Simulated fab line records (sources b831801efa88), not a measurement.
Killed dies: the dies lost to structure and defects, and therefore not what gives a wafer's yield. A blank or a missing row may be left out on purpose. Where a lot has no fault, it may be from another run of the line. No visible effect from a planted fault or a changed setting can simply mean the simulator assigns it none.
Check of tool commonality | flow gf180mcu | Sample size 12 lots and 36 wafers

== WHAT PROMPTED THE OPENING ==
Of 12 lots, 2 have the reading HV_LDD_3_TW flagged at GF_HV_LDD_TW_MEAS_38. Wafers without a fault read 1440, standard deviation 11.
Rule: a lot is flagged when every wafer of it that has a number lies more than 4 standard deviations from that mean, or none has a number. The rest of the lots are taken to be sound.

lot  | measured     | on            | HV_LDD_3_TW, wafer by wafer | flag
L816 | day 12 02:27 | film-metro-04 | 1438 1431 1432              |
L817 | day 12 15:36 | film-metro-02 | 1430 1432 1424              |
L818 | day 12 19:17 | film-metro-01 | 1456 1448 1444              |
L820 | day 13 13:14 | film-metro-04 | 1431 1438 1427              |
L821 | day 13 15:26 | film-metro-04 | 1428 1431 1431              |
L822 | day 13 23:26 | film-metro-04 | 1421 1432 1425              |
L823 | day 14 06:13 | film-metro-01 | 1340 1338 1347              | FLAGGED
L825 | day 15 01:52 | film-metro-01 | 1347 1341 1339              | FLAGGED
L828 | day 16 07:00 | film-metro-02 | 1442 1442 1447              |
L835 | day 18 08:30 | film-metro-04 | 1430 1431 1434              |
L836 | day 19 06:25 | film-metro-02 | 1433 1447 1447              |
L837 | day 19 10:16 | film-metro-01 | 1442 1445 1453              |
On average the flagged lots' numbers are 1342, which is -98 against the usual, or -9 standard deviations.

== TOOL THAT RAN EACH LOT ==
The record holds 2 process steps before the reading, out of a route of 602 steps. Every cell lists first the tool, next ch and the chambers used by the sampled wafers, and last the start.
lot  | flag    | GF_HV_LDD_IMPLANT_33            | GF_HV_LDD_STRIP_37
L816 |         | implanter-03 ch 0, day 12 01:46 | plasma-asher-02 ch 0,1, day 12 02:20
L817 |         | implanter-04 ch 0, day 12 14:54 | plasma-asher-02 ch 0,1, day 12 15:30
L818 |         | implanter-03 ch 0, day 12 18:35 | plasma-asher-03 ch 0,1, day 12 19:11
L820 |         | implanter-04 ch 0, day 13 12:33 | plasma-asher-03 ch 0,1, day 13 13:07
L821 |         | implanter-04 ch 0, day 13 14:44 | plasma-asher-03 ch 0,1, day 13 15:20
L822 |         | implanter-02 ch 0, day 13 22:44 | plasma-asher-01 ch 0,1, day 13 23:20
L823 | FLAGGED | implanter-04 ch 0, day 14 05:31 | plasma-asher-01 ch 0,1, day 14 06:07
L825 | FLAGGED | implanter-04 ch 0, day 15 01:10 | plasma-asher-02 ch 0,1, day 15 01:46
L828 |         | implanter-02 ch 0, day 16 06:20 | plasma-asher-03 ch 0,1, day 16 06:55
L835 |         | implanter-04 ch 0, day 18 07:49 | plasma-asher-02 ch 0, day 18 08:23
L836 |         | implanter-04 ch 0, day 19 05:43 | plasma-asher-02 ch 0, day 19 06:19
L837 |         | implanter-04 ch 0, day 19 09:34 | plasma-asher-01 ch 0,1, day 19 10:10
What is done by these steps:
- GF_HV_LDD_IMPLANT_33
- GF_HV_LDD_STRIP_37: strips in O2/N2.
- GF_HV_LDD_TW_MEAS_38

== FLAGGED AGAINST TOTAL, ONE TOOL AT A TIME (gauges that did the reading follow at the end) ==
step                 | tool            | lots run | flagged | share of the flagged lots | sound lots run after its first flagged lot
GF_HV_LDD_IMPLANT_33 | implanter-02    | 2        | 0       | none                      | -
GF_HV_LDD_IMPLANT_33 | implanter-03    | 2        | 0       | none                      | -
GF_HV_LDD_IMPLANT_33 | implanter-04    | 8        | 2       | all                       | 3 (L835,L836,L837)
GF_HV_LDD_STRIP_37   | plasma-asher-01 | 3        | 1       | some                      | 1 (L837)
GF_HV_LDD_STRIP_37   | plasma-asher-02 | 5        | 1       | some                      | 2 (L835,L836)
GF_HV_LDD_STRIP_37   | plasma-asher-03 | 4        | 0       | none                      | -
GF_HV_LDD_TW_MEAS_38 | film-metro-01   | 4        | 2       | all                       | 1 (L837)
GF_HV_LDD_TW_MEAS_38 | film-metro-02   | 3        | 0       | none                      | -
GF_HV_LDD_TW_MEAS_38 | film-metro-04   | 5        | 0       | none                      | -

== THE TABLE: WHAT IT ALLOWS ==
In 2 table rows, all flagged lots were run: implanter-04 (GF_HV_LDD_IMPLANT_33), film-metro-01 (GF_HV_LDD_TW_MEAS_38).
- implanter-04 at GF_HV_LDD_IMPLANT_33: 2 of its 8 lots flagged. Sound lots followed the first flagged one (L835, L836, L837) on it, something a lasting fault affecting the whole tool could not allow. Its own readings lie more than 4 standard deviations out on every wafer of the flagged lots: dose-ions-cm2, faraday-current-uA.
- film-metro-01 at GF_HV_LDD_TW_MEAS_38: 2 of its 4 lots flagged. Sound lots followed the first flagged one (L837) on it, something a lasting fault affecting the whole tool could not allow.
None of the table's rows ran every flagged lot and, after the first, no sound lot.

== WHAT THE SIMULATOR HAD INSERTED ==
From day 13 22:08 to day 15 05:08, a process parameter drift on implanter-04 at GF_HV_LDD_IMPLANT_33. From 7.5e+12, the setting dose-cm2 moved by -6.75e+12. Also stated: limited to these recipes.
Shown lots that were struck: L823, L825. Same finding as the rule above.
